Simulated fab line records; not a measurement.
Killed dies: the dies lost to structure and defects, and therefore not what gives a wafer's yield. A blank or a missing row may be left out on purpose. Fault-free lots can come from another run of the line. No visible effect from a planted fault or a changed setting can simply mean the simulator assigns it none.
Which of the tools did it? + flow gf180mcu + 15 lots with 45 wafers sampled at 3 steps, on a route of 602 steps

## WHAT THE GAUGES READ, wafer by wafer
GF_V3_CD_MEAS_14 targets a cd of 260 nm. Usual: cd_nm at 259.9 nm, with a standard deviation of 1.2.
| lot  | measured     | on        | cd_nm (nm)        | flag |
|------|--------------|-----------|-------------------|------|
| L428 | day 22 03:18 | cd_sem-02 | 257.3 258.7 257.2 |      |
| L430 | day 22 21:14 | cd_sem-02 | 259.5 261.0 258.3 |      |
| L435 | day 24 19:35 | cd_sem-02 | 261.2 259.9 259.9 |      |
| L436 | day 25 01:17 | cd_sem-01 | 262.2 262.4 261.0 |      |
| L437 | day 25 07:50 | cd_sem-01 | 259.0 261.0 260.7 |      |
| L438 | day 25 19:51 | cd_sem-01 | 260.2 259.7 259.6 |      |
| L441 | day 26 22:01 | cd_sem-01 | 260.9 261.1 260.1 |      |
| L442 | day 27 01:30 | cd_sem-01 | 259.9 260.6 260.4 |      |
| L443 | day 27 19:14 | cd_sem-02 | 260.0 260.1 260.8 |      |
| L444 | day 28 04:04 | cd_sem-02 | 259.6 260.8 259.4 |      |
| L446 | day 28 14:02 | cd_sem-01 | 260.7 259.7 260.3 |      |
| L448 | day 29 04:12 | cd_sem-02 | 262.6 261.7 260.1 |      |
| L449 | day 29 10:14 | cd_sem-02 | 261.7 261.2 260.6 |      |
| L450 | day 29 12:35 | cd_sem-01 | 259.8 259.9 260.1 |      |
| L451 | day 29 23:27 | cd_sem-01 | 257.2 257.1 257.1 |      |

GF_M4_CD_MEAS_14 targets a cd of 280 nm. Usual: cd_nm at 279.8 nm, with a standard deviation of 1.1.
| lot  | measured     | on        | cd_nm (nm)        | flag |
|------|--------------|-----------|-------------------|------|
| L428 | day 23 04:17 | cd_sem-02 | 279.9 280.5 280.9 |      |
| L430 | day 23 22:14 | cd_sem-01 | 279.0 278.2 278.5 |      |
| L435 | day 25 18:35 | cd_sem-01 | 279.9 279.5 279.0 |      |
| L436 | day 26 00:23 | cd_sem-01 | 279.8 279.5 278.2 |      |
| L437 | day 26 07:08 | cd_sem-01 | 280.6 280.4 280.6 |      |
| L438 | day 26 18:29 | cd_sem-01 | 280.1 279.4 277.7 |      |
| L441 | day 27 20:14 | cd_sem-01 | 277.8 278.5 278.7 |      |
| L442 | day 27 23:01 | cd_sem-02 | 278.3 278.8 279.1 |      |
| L443 | day 28 16:25 | cd_sem-02 | 278.4 278.2 278.6 |      |
| L444 | day 29 03:12 | cd_sem-02 | 281.1 280.9 281.3 |      |
| L446 | day 29 10:38 | cd_sem-02 | 282.1 281.5 281.2 |      |
| L448 | day 30 01:17 | cd_sem-01 | 280.1 279.5 281.0 |      |
| L449 | day 30 06:06 | cd_sem-02 | 278.4 279.6 278.2 |      |
| L450 | day 30 09:32 | cd_sem-01 | 279.2 279.3 279.8 |      |
| L451 | day 30 19:06 | cd_sem-01 | 280.5 280.7 280.6 |      |

## WHAT TOOL EACH LOT RAN ON (gives the tool, then ch and the chambers of the sampled wafers, and finally the start)
| lot  | GF_V3_ETCH_16                      |
|------|------------------------------------|
| L428 | rie_diel-02 ch 2,3, day 22 03:23   |
| L430 | rie_diel-02 ch 1,2,3, day 22 21:24 |
| L435 | rie_diel-03 ch 1,3, day 24 19:45   |
| L436 | rie_diel-04 ch 0,1,3, day 25 01:26 |
| L437 | rie_diel-02 ch 1,2,3, day 25 08:00 |
| L438 | rie_diel-04 ch 1,3, day 25 19:59   |
| L441 | rie_diel-03 ch 0,1,3, day 26 22:08 |
| L442 | rie_diel-03 ch 2,3, day 27 01:38   |
| L443 | rie_diel-03 ch 1,3, day 27 19:22   |
| L444 | rie_diel-03 ch 1,3, day 28 04:12   |
| L446 | rie_diel-04 ch 1,2, day 28 14:11   |
| L448 | rie_diel-03 ch 1,2, day 29 04:18   |
| L449 | rie_diel-03 ch 0,1,2, day 29 10:21 |
| L450 | rie_diel-03 ch 0,3, day 29 12:44   |
| L451 | rie_diel-03 ch 2,3, day 29 23:35   |
- GF_V3_ETCH_16: etches BARC in N2/H2.

## WHAT THE TOOLS THEMSELVES READ (means of the sampled wafers that have a number; where no wafer has one, the mark that the record gives instead)
GF_V3_ETCH_16. Usual: drypump_motor_current_A 5.7 A, standard deviation 0.47; oes_product_au 0.855 a.u., standard deviation 0.0047; throttle_valve_pct 13.225 %, standard deviation 0.0086.
| lot  | tool        | drypump_motor_current_A (A) | oes_product_au (a.u.) | throttle_valve_pct (%) | flag |
|------|-------------|-----------------------------|-----------------------|------------------------|------|
| L428 | rie_diel-02 | 6.0                         | 0.860                 | 13.223                 |      |
| L430 | rie_diel-02 | 5.5                         | 0.855                 | 13.230                 |      |
| L435 | rie_diel-03 | 5.3                         | 0.854                 | 13.229                 |      |
| L436 | rie_diel-04 | 5.5                         | 0.857                 | 13.229                 |      |
| L437 | rie_diel-02 | 5.5                         | 0.856                 | 13.226                 |      |
| L438 | rie_diel-04 | 5.5                         | 0.854                 | 13.226                 |      |
| L441 | rie_diel-03 | 5.6                         | 0.853                 | 13.232                 |      |
| L442 | rie_diel-03 | 5.8                         | 0.859                 | 13.225                 |      |
| L443 | rie_diel-03 | 5.3                         | 0.858                 | 13.223                 |      |
| L444 | rie_diel-03 | 5.3                         | 0.857                 | 13.234                 |      |
| L446 | rie_diel-04 | 5.4                         | 0.856                 | 13.216                 |      |
| L448 | rie_diel-03 | 5.7                         | 0.856                 | 13.229                 |      |
| L449 | rie_diel-03 | 5.8                         | 0.853                 | 13.223                 |      |
| L450 | rie_diel-03 | 6.0                         | 0.854                 | 13.227                 |      |
| L451 | rie_diel-03 | 5.8                         | 0.857                 | 13.230                 |      |

## THE ANSWER, worked out from the rows above alone
Rule: take the mean of a lot's wafers that have a number; if it is more than 3 standard deviations from the usual mean, the lot is off. A lot without any number at a reading at which 4 lots or more have one is off too. The other lots that the step has rows for count as sound. First the gauges in route order, then the tools' own readings, where a lot's mean is used as printed above. At the first step where some lot is off, the reading lying furthest off is the one used; lots without a number count as furthest.
No lot is off at any reading shown: from this, nothing can be told.

## WHAT HAD BEEN PUT IN BY THE SIMULATOR
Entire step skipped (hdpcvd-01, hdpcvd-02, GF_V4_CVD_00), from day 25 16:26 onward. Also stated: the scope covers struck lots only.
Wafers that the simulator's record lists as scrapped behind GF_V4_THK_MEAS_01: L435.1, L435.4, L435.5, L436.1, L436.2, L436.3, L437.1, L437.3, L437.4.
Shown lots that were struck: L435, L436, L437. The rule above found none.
